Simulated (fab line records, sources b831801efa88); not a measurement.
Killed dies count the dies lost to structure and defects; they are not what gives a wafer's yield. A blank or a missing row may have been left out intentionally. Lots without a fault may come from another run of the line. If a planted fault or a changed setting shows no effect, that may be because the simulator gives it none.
fab line records || flow sfq_line || part 2 of 2: steps 26 to 34 of 34
[record] {"lots": 5, "wafers": 15, "last_day": 83}
route steps=325 shown I2@116 M3@118 I3@133 M4@148
lots with no fault: from the same line, run without faults
start_h: hours from the record's first day to the start of the lot's first wafer shown || wait_h: how many hours have passed since the lot's step before this one || " the same as in the row above || L1.1+2: one row covering several wafers at once || - value missing, or start not given || * or withheld: withheld || < > ~ a bound
route shown NAME@n: a module of which the file shows steps, and the number in the route of the first || usual: mean and standard deviation over wafers with no fault || same: alike in all rows || chamber/n: place in a boat || sites: readings site by site || _std_site: how widely they spread, as a standard deviation || _edge_site: mean of outer sites minus mean of inner sites || radius_mm: how far each site lies from the wafer's centre || mask NAME#n: copy n || behind: the last tool/chamber to shape the wafer || hold: reason for holding the lot/hours on hold/outcome of the hold || device: transistor that didn't switch, given as n, p or np || end of line: tests of these same wafers at the route's end || step lacking rows: just its recipe || killed: the dies lost at the first sort to structure and to defects; this is not the yield of the wafer || map: per-die view of a wafer (x killed, . not killed, _ where there is no die)
set.NAME: the setting the step ran with; set.NAME@STEP: the setting that earlier step ran with || model.NAME: the simulator's own value behind a step, which no gauge read
lots at some steps of the route; a table a step, a row a wafer
services: the hour from which a tool's chamber was out of use, counted from the record's first day as start_h (under 0 if before that day), plus the number of hours and why
[[steps]]
[step SFQ_TRILAYER_I3_VIA_LITHO_DEVELOP_087]
[recipe] {"time_s": 60, "resist": "KrF"}
[usual] {"chill_plate_temp_C": "23.02/0.1"}
{"lot.wafer": "L076.1", "tool": "litho_track-01", "chamber": 0, "start_h": 1035.88, "wait_h": 0.1, "chill_plate_temp_C": 23.12}
{"lot.wafer": "L076.2", "tool": "litho_track-01", "chamber": 0, "start_h": 1035.88, "wait_h": 0.1, "chill_plate_temp_C": 23.25}
{"lot.wafer": "L076.4", "tool": "litho_track-01", "chamber": 0, "start_h": 1035.88, "wait_h": 0.1, "chill_plate_temp_C": 22.90}
{"lot.wafer": "L080.1", "tool": "litho_track-01", "chamber": 0, "start_h": 1223.92, "wait_h": 0.1, "chill_plate_temp_C": 22.85}
{"lot.wafer": "L080.4", "tool": "litho_track-01", "chamber": 0, "start_h": 1223.92, "wait_h": 0.1, "chill_plate_temp_C": 23.09}
{"lot.wafer": "L080.5", "tool": "litho_track-01", "chamber": 0, "start_h": 1223.92, "wait_h": 0.1, "chill_plate_temp_C": 23.07}
{"lot.wafer": "L082.2", "tool": "litho_track-04", "chamber": 0, "start_h": 1228.75, "wait_h": 0.1, "chill_plate_temp_C": 23.03}
{"lot.wafer": "L082.5", "tool": "litho_track-04", "chamber": 0, "start_h": 1228.75, "wait_h": 0.1, "chill_plate_temp_C": 23.00}
{"lot.wafer": "L082.6", "tool": "litho_track-04", "chamber": 0, "start_h": 1228.75, "wait_h": 0.1, "chill_plate_temp_C": 22.99}
{"lot.wafer": "L085.1", "tool": "litho_track-02", "chamber": 0, "start_h": 1263.53, "wait_h": 0.1, "chill_plate_temp_C": 23.07}
{"lot.wafer": "L085.2", "tool": "litho_track-02", "chamber": 0, "start_h": 1263.53, "wait_h": 0.1, "chill_plate_temp_C": 22.95}
{"lot.wafer": "L085.4", "tool": "litho_track-02", "chamber": 0, "start_h": 1263.53, "wait_h": 0.1, "chill_plate_temp_C": 23.06}
{"lot.wafer": "L088.1", "tool": "litho_track-02", "chamber": 0, "start_h": 1271.93, "wait_h": 0.1, "chill_plate_temp_C": 23.03}
{"lot.wafer": "L088.3", "tool": "litho_track-02", "chamber": 0, "start_h": 1271.93, "wait_h": 0.1, "chill_plate_temp_C": 22.96}
{"lot.wafer": "L088.4", "tool": "litho_track-02", "chamber": 0, "start_h": 1271.93, "wait_h": 0.1, "chill_plate_temp_C": 22.98}
[step SFQ_I3_OVL_MEAS_923]
[usual] {"I3_OVL": "-1/6"}
{"lot.wafer": "L076.1", "tool": "overlay-02", "chamber": "-", "start_h": 1036.03, "wait_h": 0.1, "I3_OVL[nm]": 6}
{"lot.wafer": "L076.2", "tool": "overlay-02", "chamber": "-", "start_h": 1036.03, "wait_h": 0.1, "I3_OVL[nm]": 4}
{"lot.wafer": "L076.4", "tool": "overlay-02", "chamber": "-", "start_h": 1036.03, "wait_h": 0.1, "I3_OVL[nm]": 5}
{"lot.wafer": "L080.1", "tool": "overlay-02", "chamber": "-", "start_h": 1224.07, "wait_h": 0.1, "I3_OVL[nm]": 10}
{"lot.wafer": "L080.4", "tool": "overlay-02", "chamber": "-", "start_h": 1224.07, "wait_h": 0.1, "I3_OVL[nm]": -2}
{"lot.wafer": "L080.5", "tool": "overlay-02", "chamber": "-", "start_h": 1224.07, "wait_h": 0.1, "I3_OVL[nm]": 7}
{"lot.wafer": "L082.2", "tool": "overlay-01", "chamber": "-", "start_h": 1228.88, "wait_h": 0.1, "I3_OVL[nm]": 1}
{"lot.wafer": "L082.5", "tool": "overlay-01", "chamber": "-", "start_h": 1228.88, "wait_h": 0.1, "I3_OVL[nm]": 1}
{"lot.wafer": "L082.6", "tool": "overlay-01", "chamber": "-", "start_h": 1228.88, "wait_h": 0.1, "I3_OVL[nm]": -6}
{"lot.wafer": "L085.1", "tool": "overlay-02", "chamber": "-", "start_h": 1263.68, "wait_h": 0.1, "I3_OVL[nm]": -10}
{"lot.wafer": "L085.2", "tool": "overlay-02", "chamber": "-", "start_h": 1263.68, "wait_h": 0.1, "I3_OVL[nm]": -9}
{"lot.wafer": "L085.4", "tool": "overlay-02", "chamber": "-", "start_h": 1263.68, "wait_h": 0.1, "I3_OVL[nm]": -9}
{"lot.wafer": "L088.1", "tool": "overlay-01", "chamber": "-", "start_h": 1272.08, "wait_h": 0.1, "I3_OVL[nm]": 8}
{"lot.wafer": "L088.3", "tool": "overlay-01", "chamber": "-", "start_h": 1272.08, "wait_h": 0.1, "I3_OVL[nm]": 10}
{"lot.wafer": "L088.4", "tool": "overlay-01", "chamber": "-", "start_h": 1272.08, "wait_h": 0.1, "I3_OVL[nm]": 11}
[step SFQ_TRILAYER_I3_VIA_BARC_OPEN_VIA_ETCH_121]
[recipe] {"mask_material": "PR", "chemistry": "O2", "target_depth_nm": 125, "target": "BARC", "source_w": 500, "bias_w": 80, "pressure_mtorr": 30, "time_s": 41.7}
[usual] {"bias_w": "79.97/0.24", "drypump_motor_current_A": "5.7/0.44", "oes_product_au": "0.685/0.0049"}
{"lot.wafer": "L076.1", "tool": "rie_diel-04", "chamber": 1, "start_h": 1036.06, "wait_h": 0.0, "bias_w": 80.45, "drypump_motor_current_A": 6.2, "oes_product_au": 0.688, "rf_hours_counter_h": 12}
{"lot.wafer": "L076.2", "tool": "rie_diel-04", "chamber": 2, "start_h": 1036.06, "wait_h": 0.0, "bias_w": 80.14, "drypump_motor_current_A": 5.0, "oes_product_au": 0.687, "rf_hours_counter_h": 12}
{"lot.wafer": "L076.4", "tool": "rie_diel-04", "chamber": 1, "start_h": 1036.06, "wait_h": 0.0, "bias_w": 80.52, "drypump_motor_current_A": 6.2, "oes_product_au": 0.687, "rf_hours_counter_h": "-"}
{"lot.wafer": "L080.1", "tool": "rie_diel-01", "chamber": 0, "start_h": 1224.10, "wait_h": 0.0, "bias_w": 79.72, "drypump_motor_current_A": 5.8, "oes_product_au": 0.686, "rf_hours_counter_h": 9}
{"lot.wafer": "L080.4", "tool": "rie_diel-01", "chamber": 3, "start_h": 1224.10, "wait_h": 0.0, "bias_w": 79.86, "drypump_motor_current_A": 5.1, "oes_product_au": 0.679, "rf_hours_counter_h": 7}
{"lot.wafer": "L080.5", "tool": "rie_diel-01", "chamber": 3, "start_h": 1224.10, "wait_h": 0.0, "bias_w": 80.05, "drypump_motor_current_A": 5.1, "oes_product_au": 0.679, "rf_hours_counter_h": "-"}
{"lot.wafer": "L082.2", "tool": "rie_diel-04", "chamber": 0, "start_h": 1228.91, "wait_h": 0.0, "bias_w": 79.77, "drypump_motor_current_A": 6.0, "oes_product_au": 0.692, "rf_hours_counter_h": 15}
{"lot.wafer": "L082.5", "tool": "rie_diel-04", "chamber": 0, "start_h": 1228.91, "wait_h": 0.0, "bias_w": 80.08, "drypump_motor_current_A": 6.1, "oes_product_au": 0.684, "rf_hours_counter_h": "-"}
{"lot.wafer": "L082.6", "tool": "rie_diel-04", "chamber": 3, "start_h": 1228.91, "wait_h": 0.0, "bias_w": 79.87, "drypump_motor_current_A": 6.3, "oes_product_au": 0.686, "rf_hours_counter_h": "-"}
{"lot.wafer": "L085.1", "tool": "rie_diel-01", "chamber": 2, "start_h": 1263.71, "wait_h": 0.0, "bias_w": 79.95, "drypump_motor_current_A": 5.1, "oes_product_au": 0.677, "rf_hours_counter_h": 9}
{"lot.wafer": "L085.2", "tool": "rie_diel-01", "chamber": 0, "start_h": 1263.71, "wait_h": 0.0, "bias_w": 80.24, "drypump_motor_current_A": 5.7, "oes_product_au": 0.676, "rf_hours_counter_h": 9}
{"lot.wafer": "L085.4", "tool": "rie_diel-01", "chamber": 3, "start_h": 1263.71, "wait_h": 0.0, "bias_w": 80.68, "drypump_motor_current_A": 5.1, "oes_product_au": 0.680, "rf_hours_counter_h": 8}
{"lot.wafer": "L088.1", "tool": "rie_diel-03", "chamber": 0, "start_h": 1272.11, "wait_h": 0.0, "bias_w": 79.90, "drypump_motor_current_A": 5.8, "oes_product_au": 0.676, "rf_hours_counter_h": 14}
{"lot.wafer": "L088.3", "tool": "rie_diel-03", "chamber": 1, "start_h": 1272.11, "wait_h": 0.0, "bias_w": 80.13, "drypump_motor_current_A": 6.0, "oes_product_au": 0.678, "rf_hours_counter_h": 8}
{"lot.wafer": "L088.4", "tool": "rie_diel-03", "chamber": 3, "start_h": 1272.11, "wait_h": 0.0, "bias_w": 80.26, "drypump_motor_current_A": 5.9, "oes_product_au": 0.685, "rf_hours_counter_h": 5}
[step SFQ_TRILAYER_I3_VIA_ETCH_VIA_ETCH_088]
[recipe] {"target": "SiO2", "stop_on": "Nb", "mask_material": "PR", "taper_deg": 20, "chemistry": "CHF3", "target_depth_nm": 260, "source_w": 500, "bias_w": 80, "pressure_mtorr": 30, "time_s": "withheld"}
[usual] {"bias_w": "80.00/0.22", "drypump_motor_current_A": "5.7/0.45", "oes_product_au": "0.855/0.0054"}
{"lot.wafer": "L076.1", "tool": "rie_diel-04", "chamber": 1, "start_h": 1036.10, "wait_h": 0.0, "bias_w": 79.76, "drypump_motor_current_A": 6.2, "oes_product_au": 0.864}
{"lot.wafer": "L076.2", "tool": "rie_diel-04", "chamber": 2, "start_h": 1036.10, "wait_h": 0.0, "bias_w": 79.88, "drypump_motor_current_A": 5.0, "oes_product_au": 0.861}
{"lot.wafer": "L076.4", "tool": "rie_diel-04", "chamber": 1, "start_h": 1036.10, "wait_h": 0.0, "bias_w": 79.90, "drypump_motor_current_A": 6.2, "oes_product_au": 0.853}
{"lot.wafer": "L080.1", "tool": "rie_diel-01", "chamber": 0, "start_h": 1224.14, "wait_h": 0.0, "bias_w": 80.35, "drypump_motor_current_A": 5.8, "oes_product_au": 0.857}
{"lot.wafer": "L080.4", "tool": "rie_diel-01", "chamber": 3, "start_h": 1224.14, "wait_h": 0.0, "bias_w": 79.90, "drypump_motor_current_A": 5.1, "oes_product_au": 0.860}
{"lot.wafer": "L080.5", "tool": "rie_diel-01", "chamber": 3, "start_h": 1224.14, "wait_h": 0.0, "bias_w": 80.10, "drypump_motor_current_A": 5.1, "oes_product_au": 0.858}
{"lot.wafer": "L082.2", "tool": "rie_diel-04", "chamber": 0, "start_h": 1228.95, "wait_h": 0.0, "bias_w": 80.35, "drypump_motor_current_A": 6.0, "oes_product_au": 0.856}
{"lot.wafer": "L082.5", "tool": "rie_diel-04", "chamber": 0, "start_h": 1228.95, "wait_h": 0.0, "bias_w": 80.69, "drypump_motor_current_A": 6.0, "oes_product_au": 0.858}
{"lot.wafer": "L082.6", "tool": "rie_diel-04", "chamber": 3, "start_h": 1228.95, "wait_h": 0.0, "bias_w": 80.13, "drypump_motor_current_A": 6.3, "oes_product_au": 0.849}
{"lot.wafer": "L085.1", "tool": "rie_diel-01", "chamber": 2, "start_h": 1263.75, "wait_h": 0.0, "bias_w": 79.95, "drypump_motor_current_A": 5.1, "oes_product_au": 0.859}
{"lot.wafer": "L085.2", "tool": "rie_diel-01", "chamber": 0, "start_h": 1263.75, "wait_h": 0.0, "bias_w": 80.00, "drypump_motor_current_A": 5.8, "oes_product_au": 0.854}
{"lot.wafer": "L085.4", "tool": "rie_diel-01", "chamber": 3, "start_h": 1263.75, "wait_h": 0.0, "bias_w": 79.96, "drypump_motor_current_A": 5.1, "oes_product_au": 0.851}
{"lot.wafer": "L088.1", "tool": "rie_diel-03", "chamber": 0, "start_h": 1272.15, "wait_h": 0.0, "bias_w": 80.05, "drypump_motor_current_A": 5.8, "oes_product_au": 0.845}
{"lot.wafer": "L088.3", "tool": "rie_diel-03", "chamber": 1, "start_h": 1272.15, "wait_h": 0.0, "bias_w": 79.67, "drypump_motor_current_A": 6.0, "oes_product_au": 0.847}
{"lot.wafer": "L088.4", "tool": "rie_diel-03", "chamber": 3, "start_h": 1272.15, "wait_h": 0.0, "bias_w": 79.85, "drypump_motor_current_A": 5.9, "oes_product_au": 0.846}
[step SFQ_TRILAYER_I3_VIA_STRIP_STRIP_089]
[recipe] {"gas": "O2", "power_w": 200, "platen_temp_c": 40, "overash_fraction": 0.65, "chemistry": "O2", "pressure_mtorr": 50}
[usual] {"drypump_motor_current_A": "5.8/0.35", "oes_product_au": "0.997/0.0073"}
{"lot.wafer": "L076.1", "tool": "rie_metal-03", "chamber": 1, "start_h": 1036.22, "wait_h": "-", "drypump_motor_current_A": 6.0, "oes_product_au": 1.002, "rf_hours_counter_h": 115}
{"lot.wafer": "L076.2", "tool": "rie_metal-03", "chamber": 0, "start_h": 1036.22, "wait_h": "-", "drypump_motor_current_A": 5.1, "oes_product_au": 1.002, "rf_hours_counter_h": 27}
{"lot.wafer": "L076.4", "tool": "rie_metal-03", "chamber": 1, "start_h": 1036.22, "wait_h": "-", "drypump_motor_current_A": 6.0, "oes_product_au": 1.009, "rf_hours_counter_h": "-"}
{"lot.wafer": "L080.1", "tool": "rie_metal-01", "chamber": 1, "start_h": 1224.26, "wait_h": "-", "drypump_motor_current_A": 6.2, "oes_product_au": 0.997, "rf_hours_counter_h": 46}
{"lot.wafer": "L080.4", "tool": "rie_metal-01", "chamber": 0, "start_h": 1224.26, "wait_h": "-", "drypump_motor_current_A": 5.9, "oes_product_au": 0.989, "rf_hours_counter_h": "-"}
{"lot.wafer": "L080.5", "tool": "rie_metal-01", "chamber": 1, "start_h": 1224.26, "wait_h": "-", "drypump_motor_current_A": 6.2, "oes_product_au": 0.989, "rf_hours_counter_h": "-"}
{"lot.wafer": "L082.2", "tool": "rie_metal-01", "chamber": 1, "start_h": 1229.07, "wait_h": "-", "drypump_motor_current_A": 6.2, "oes_product_au": 0.997, "rf_hours_counter_h": 47}
{"lot.wafer": "L082.5", "tool": "rie_metal-01", "chamber": 1, "start_h": 1229.07, "wait_h": "-", "drypump_motor_current_A": 6.2, "oes_product_au": 0.998, "rf_hours_counter_h": "-"}
{"lot.wafer": "L082.6", "tool": "rie_metal-01", "chamber": 0, "start_h": 1229.07, "wait_h": "-", "drypump_motor_current_A": 5.9, "oes_product_au": 0.990, "rf_hours_counter_h": "-"}
{"lot.wafer": "L085.1", "tool": "rie_metal-03", "chamber": 0, "start_h": 1263.87, "wait_h": "-", "drypump_motor_current_A": 5.2, "oes_product_au": 1.004, "rf_hours_counter_h": 63}
{"lot.wafer": "L085.2", "tool": "rie_metal-03", "chamber": 1, "start_h": 1263.87, "wait_h": "-", "drypump_motor_current_A": 5.9, "oes_product_au": 0.995, "rf_hours_counter_h": 24}
{"lot.wafer": "L085.4", "tool": "rie_metal-03", "chamber": 0, "start_h": 1263.87, "wait_h": "-", "drypump_motor_current_A": 5.1, "oes_product_au": 1.000, "rf_hours_counter_h": "-"}
{"lot.wafer": "L088.1", "tool": "rie_metal-03", "chamber": 0, "start_h": 1272.27, "wait_h": "-", "drypump_motor_current_A": 5.1, "oes_product_au": 1.019, "rf_hours_counter_h": 64}
{"lot.wafer": "L088.3", "tool": "rie_metal-03", "chamber": 0, "start_h": 1272.27, "wait_h": "-", "drypump_motor_current_A": 5.1, "oes_product_au": 1.013, "rf_hours_counter_h": "-"}
{"lot.wafer": "L088.4", "tool": "rie_metal-03", "chamber": 1, "start_h": 1272.27, "wait_h": "-", "drypump_motor_current_A": 6.0, "oes_product_au": 1.003, "rf_hours_counter_h": "-"}
[step SFQ_TRILAYER_I3_VIA_STRIP_SOLV_CLEAN_090]
[recipe] {"chemistry": "NMP", "temp_c": 70, "time_s": 600}
{"lot.wafer": "L076.1+2+4", "tool": "wet_bench-04", "chamber": "5,4,1", "start_h": 1036.82, "wait_h": 0.4}
{"lot.wafer": "L080.1+4+5", "tool": "wet_bench-03", "chamber": "0,1,2", "start_h": 1224.86, "wait_h": 0.4}
{"lot.wafer": "L082.2+5+6", "tool": "wet_bench-03", "chamber": "7,4,1", "start_h": 1229.67, "wait_h": 0.4}
{"lot.wafer": "L085.1+2+4", "tool": "wet_bench-02", "chamber": "3,2,1", "start_h": 1264.47, "wait_h": 0.4}
{"lot.wafer": "L088.1+3+4", "tool": "wet_bench-04", "chamber": "2,1,7", "start_h": 1272.87, "wait_h": 0.4}
[step SFQ_TRILAYER_M4_DEP_PRE_CLEAN_092]
[recipe] {"gas": "Ar", "time_s": 22.5, "bias_v": 250}
{"lot.wafer": "L076.1+2+4", "tool": "pvd_sputter-03", "chamber": "-", "start_h": 1036.99, "wait_h": 0.0}
{"lot.wafer": "L080.1+4+5", "tool": "pvd_sputter-03", "chamber": "-", "start_h": 1225.06, "wait_h": 0.0}
{"lot.wafer": "L082.2+5+6", "tool": "pvd_sputter-03", "chamber": "-", "start_h": 1229.86, "wait_h": 0.0}
{"lot.wafer": "L085.1+2+4", "tool": "pvd_sputter-05", "chamber": "-", "start_h": 1264.64, "wait_h": 0.0}
{"lot.wafer": "L088.1+3+4", "tool": "pvd_sputter-04", "chamber": "-", "start_h": 1273.04, "wait_h": 0.0}
[step SFQ_TRILAYER_M4_DEP_SPUTTER_091]
[recipe] {"material": "Nb", "base_pressure_pa": 1.33e-06, "chamber_pressure_pa": 0.1333, "substrate_temp_c": 20, "resputter_cathode_voltage_v": 400, "target_thk_nm": 200, "power_w": 2000, "time_s": 133.3}
[usual] {"throttle_valve_pct": "30.5/1.2"}
{"lot.wafer": "L076.1", "tool": "pvd_sputter-03", "chamber": "-", "start_h": 1037.02, "wait_h": 0.0, "throttle_valve_pct": 29.5}
{"lot.wafer": "L076.2", "tool": "pvd_sputter-03", "chamber": "-", "start_h": 1037.02, "wait_h": 0.0, "throttle_valve_pct": 29.6}
{"lot.wafer": "L076.4", "tool": "pvd_sputter-03", "chamber": "-", "start_h": 1037.02, "wait_h": 0.0, "throttle_valve_pct": 31.0}
{"lot.wafer": "L080.1", "tool": "pvd_sputter-03", "chamber": "-", "start_h": 1225.09, "wait_h": 0.0, "throttle_valve_pct": 32.1}
{"lot.wafer": "L080.4", "tool": "pvd_sputter-03", "chamber": "-", "start_h": 1225.09, "wait_h": 0.0, "throttle_valve_pct": 30.0}
{"lot.wafer": "L080.5", "tool": "pvd_sputter-03", "chamber": "-", "start_h": 1225.09, "wait_h": 0.0, "throttle_valve_pct": 30.9}
{"lot.wafer": "L082.2", "tool": "pvd_sputter-03", "chamber": "-", "start_h": 1229.89, "wait_h": 0.0, "throttle_valve_pct": 30.9}
{"lot.wafer": "L082.5", "tool": "pvd_sputter-03", "chamber": "-", "start_h": 1229.89, "wait_h": 0.0, "throttle_valve_pct": 29.7}
{"lot.wafer": "L082.6", "tool": "pvd_sputter-03", "chamber": "-", "start_h": 1229.89, "wait_h": 0.0, "throttle_valve_pct": 30.7}
{"lot.wafer": "L085.1", "tool": "pvd_sputter-05", "chamber": "-", "start_h": 1264.67, "wait_h": 0.0, "throttle_valve_pct": 30.7}
{"lot.wafer": "L085.2", "tool": "pvd_sputter-05", "chamber": "-", "start_h": 1264.67, "wait_h": 0.0, "throttle_valve_pct": 30.6}
{"lot.wafer": "L085.4", "tool": "pvd_sputter-05", "chamber": "-", "start_h": 1264.67, "wait_h": 0.0, "throttle_valve_pct": 30.6}
{"lot.wafer": "L088.1", "tool": "pvd_sputter-04", "chamber": "-", "start_h": 1273.07, "wait_h": 0.0, "throttle_valve_pct": 28.4}
{"lot.wafer": "L088.3", "tool": "pvd_sputter-04", "chamber": "-", "start_h": 1273.07, "wait_h": 0.0, "throttle_valve_pct": 29.8}
{"lot.wafer": "L088.4", "tool": "pvd_sputter-04", "chamber": "-", "start_h": 1273.07, "wait_h": 0.0, "throttle_valve_pct": 31.9}
[step SFQ_M4_RS_MEAS_924]
[recipe] {"thk_meas_gauge": "four-point-probe", "reads": "Nb_of_TRILAYER_M4_DEP_SPUTTER_091"}
[usual] {"M4_NB_RS": "0.890/0.0097"}
{"lot.wafer": "L076.1", "tool": "film_metro-01", "chamber": "-", "start_h": 1037.11, "wait_h": 0.0, "M4_NB_RS[ohm/sq]": 0.891}
{"lot.wafer": "L076.2", "tool": "film_metro-01", "chamber": "-", "start_h": 1037.11, "wait_h": 0.0, "M4_NB_RS[ohm/sq]": 0.890}
{"lot.wafer": "L076.4", "tool": "film_metro-01", "chamber": "-", "start_h": 1037.11, "wait_h": 0.0, "M4_NB_RS[ohm/sq]": 0.902}
{"lot.wafer": "L080.1", "tool": "film_metro-02", "chamber": "-", "start_h": 1225.18, "wait_h": 0.0, "M4_NB_RS[ohm/sq]": 0.899}
{"lot.wafer": "L080.4", "tool": "film_metro-02", "chamber": "-", "start_h": 1225.18, "wait_h": 0.0, "M4_NB_RS[ohm/sq]": 0.886}
{"lot.wafer": "L080.5", "tool": "film_metro-02", "chamber": "-", "start_h": 1225.18, "wait_h": 0.0, "M4_NB_RS[ohm/sq]": 0.885}
{"lot.wafer": "L082.2", "tool": "film_metro-01", "chamber": "-", "start_h": 1230.00, "wait_h": 0.1, "M4_NB_RS[ohm/sq]": 0.893}
{"lot.wafer": "L082.5", "tool": "film_metro-01", "chamber": "-", "start_h": 1230.00, "wait_h": 0.1, "M4_NB_RS[ohm/sq]": 0.892}
{"lot.wafer": "L082.6", "tool": "film_metro-01", "chamber": "-", "start_h": 1230.00, "wait_h": 0.1, "M4_NB_RS[ohm/sq]": 0.891}
{"lot.wafer": "L085.1", "tool": "film_metro-01", "chamber": "-", "start_h": 1264.76, "wait_h": 0.0, "M4_NB_RS[ohm/sq]": 0.880}
{"lot.wafer": "L085.2", "tool": "film_metro-01", "chamber": "-", "start_h": 1264.76, "wait_h": 0.0, "M4_NB_RS[ohm/sq]": 0.896}
{"lot.wafer": "L085.4", "tool": "film_metro-01", "chamber": "-", "start_h": 1264.76, "wait_h": 0.0, "M4_NB_RS[ohm/sq]": 0.876}
{"lot.wafer": "L088.1", "tool": "film_metro-02", "chamber": "-", "start_h": 1273.16, "wait_h": 0.0, "M4_NB_RS[ohm/sq]": 0.894}
{"lot.wafer": "L088.3", "tool": "film_metro-02", "chamber": "-", "start_h": 1273.16, "wait_h": 0.0, "M4_NB_RS[ohm/sq]": 0.901}
{"lot.wafer": "L088.4", "tool": "film_metro-02", "chamber": "-", "start_h": 1273.16, "wait_h": 0.0, "M4_NB_RS[ohm/sq]": 0.886}
[[services]]
{"tool": "krf_scanner-01", "chamber": "-", "start_h": 853.67, "hours": 1.0, "kind": "pm"}
{"tool": "krf_scanner-01", "chamber": "-", "start_h": 871.88, "hours": 1.3, "kind": "pm"}
{"tool": "pvd_sputter-04", "chamber": "-", "start_h": 889.74, "hours": 0.7, "kind": "repair"}
{"tool": "krf_scanner-01", "chamber": "-", "start_h": 902.85, "hours": 0.5, "kind": "repair"}
{"tool": "rie_metal-03", "chamber": 1, "start_h": 905.97, "hours": 10.1, "kind": "repair"}
{"tool": "krf_scanner-01", "chamber": "-", "start_h": 912.99, "hours": 5.3, "kind": "repair"}
{"tool": "krf_scanner-01", "chamber": "-", "start_h": 918.31, "hours": 3.6, "kind": "pm"}
{"tool": "krf_scanner-01", "chamber": "-", "start_h": 942.27, "hours": 0.8, "kind": "pm"}
{"tool": "pvd_sputter-04", "chamber": "-", "start_h": 964.38, "hours": 1.5, "kind": "repair"}
{"tool": "pvd_sputter-03", "chamber": "-", "start_h": 1011.06, "hours": 3.3, "kind": "repair"}
{"tool": "rie_metal-03", "chamber": 1, "start_h": 1017.44, "hours": 1.6, "kind": "repair"}
{"tool": "krf_scanner-01", "chamber": "-", "start_h": 1022.56, "hours": 1.0, "kind": "pm"}
{"tool": "krf_scanner-01", "chamber": "-", "start_h": 1047.85, "hours": 1.3, "kind": "pm"}
{"tool": "krf_scanner-01", "chamber": "-", "start_h": 1060.92, "hours": 0.3, "kind": "repair"}
{"tool": "pvd_sputter-04", "chamber": "-", "start_h": 1086.63, "hours": 0.9, "kind": "repair"}
{"tool": "krf_scanner-01", "chamber": "-", "start_h": 1103.36, "hours": 0.8, "kind": "pm"}
{"tool": "krf_scanner-01", "chamber": "-", "start_h": 1110.48, "hours": 1.3, "kind": "repair"}
{"tool": "krf_scanner-01", "chamber": "-", "start_h": 1133.70, "hours": 4.0, "kind": "pm"}
{"tool": "pvd_sputter-03", "chamber": "-", "start_h": 1134.69, "hours": 3.1, "kind": "repair"}
{"tool": "pvd_sputter-03", "chamber": "-", "start_h": 1161.74, "hours": 1.1, "kind": "repair"}
{"tool": "krf_scanner-01", "chamber": "-", "start_h": 1174.72, "hours": 11.6, "kind": "pm"}
{"tool": "rie_metal-03", "chamber": "-", "start_h": 1186.53, "hours": 2.8, "kind": "pm"}
{"tool": "krf_scanner-01", "chamber": "-", "start_h": 1187.20, "hours": 0.5, "kind": "repair"}
{"tool": "rie_metal-03", "chamber": "-", "start_h": 1249.23, "hours": 1.4, "kind": "pm"}
